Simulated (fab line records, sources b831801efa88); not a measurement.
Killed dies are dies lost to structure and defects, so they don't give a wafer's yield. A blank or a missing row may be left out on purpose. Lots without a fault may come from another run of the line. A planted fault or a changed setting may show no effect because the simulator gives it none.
Problem report in the 8D (eight disciplines) form, filled by code | flow sky130 | the parts of the form that need people (team, actions taken, sign-off) are left out

1. THE PROBLEM
cathode_dc_power_W at SKY_METAL4_SPUTTER_03 reads a mean of 3416.0 W on 3 wafers of 2 lots; wafers without a fault read 3000.0 W with a standard deviation of 0.52. That is +99 or more standard deviations from the usual mean.
The step: material Ti, target thk 5 nm, time 3.3 s.
First seen on wafer L365.2, day 44 00:16, on pvd_sputter-04. The record holds 18 wafers of 6 lots with a number at this step. Rule for "out", or "out of limits": more than 4 standard deviations from the usual mean. The other wafers with a number count as sound.

2. WHAT IT IS AND WHAT IT IS NOT
question                    | is                     | is not
which readings at this step | cathode_dc_power_W     | throttle_valve_pct
which lots                  | L365, L367             | L350, L354, L368, L370
which wafers of those lots  | L365.2, L365.6, L367.2 | L365.1, L367.4, L367.6
read on which tools         | pvd_sputter-04         | pvd_sputter-01, pvd_sputter-02
when                        | from day 44 00:16      | up to then (7 sound wafers); but 8 sound wafers of L367, L368, L370 came after

3. SUSPECTS, AND WHAT RULES EACH OUT
Counting: a tool at a process step up to the reading stays a suspect if it ran every lot that is out. Sound lots after the first of them don't rule it out here, since some wafers of a struck lot are sound.
- cvd_w-01 at SKY_VIA3_CVD_21 (deposits W, target thk 390 nm, time 117.31 s): kept. It ran every lot that is out, first L365 (day 43 23:35); its last sound lot up to then is L354 (day 41 03:20).
- pvd_sputter-04 at SKY_METAL4_SPUTTER_01 (material TiN, target thk 20 nm, time 16.7 s): kept. It ran every lot that is out, first L365 (day 44 00:13); its last sound lot up to then is L354 (day 41 03:58).
- pvd_sputter-04 at SKY_METAL4_SPUTTER_02 (material AlCu, target thk 735 nm, time 39.1 s): kept. It ran every lot that is out, first L365 (day 44 00:14); its last sound lot up to then is L354 (day 41 03:59).
- pvd_sputter-04 at SKY_METAL4_SPUTTER_03 (material Ti, target thk 5 nm, time 3.3 s): kept. It ran every lot that is out, first L365 (day 44 00:16); its last sound lot up to then is L354 (day 41 04:02). Its own readings are out on those wafers: cathode_dc_power_W.
Left after counting: cvd_w-01 at SKY_VIA3_CVD_21, pvd_sputter-04 at SKY_METAL4_SPUTTER_01, pvd_sputter-04 at SKY_METAL4_SPUTTER_02, pvd_sputter-04 at SKY_METAL4_SPUTTER_03.

4. THE CAUSE (what the simulator had put in)
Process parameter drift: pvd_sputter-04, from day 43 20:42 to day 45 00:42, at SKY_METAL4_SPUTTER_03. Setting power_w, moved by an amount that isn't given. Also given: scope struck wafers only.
Counting left 4 suspects, and this tool is among them.

5. THE CHAIN OF EFFECTS, in route order
Each row: a reading whose mean over the struck wafers that have a number lies more than 3 standard deviations from the usual. Only readings for which the record gives a usual standard deviation are gone through. hours: the time from each lot's start at the first step in this table that gives one to its start at this step, as a median over the lots. sigmas: the change in usual standard deviations.
hours | step                  | reading            | usual    | on struck wafers | change | sigmas
0     | SKY_METAL4_SPUTTER_03 | cathode_dc_power_W | 3000.0 W | 3416.0           | +416.0 | +99 or more
The process steps in it:
- SKY_METAL4_SPUTTER_03: material Ti, target thk 5 nm, time 3.3 s.

6. WHAT WOULD HAVE CAUGHT IT SOONER
In this record the first reading out of limits was taken at day 44 00:16, 4 hours after the fault began at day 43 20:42.
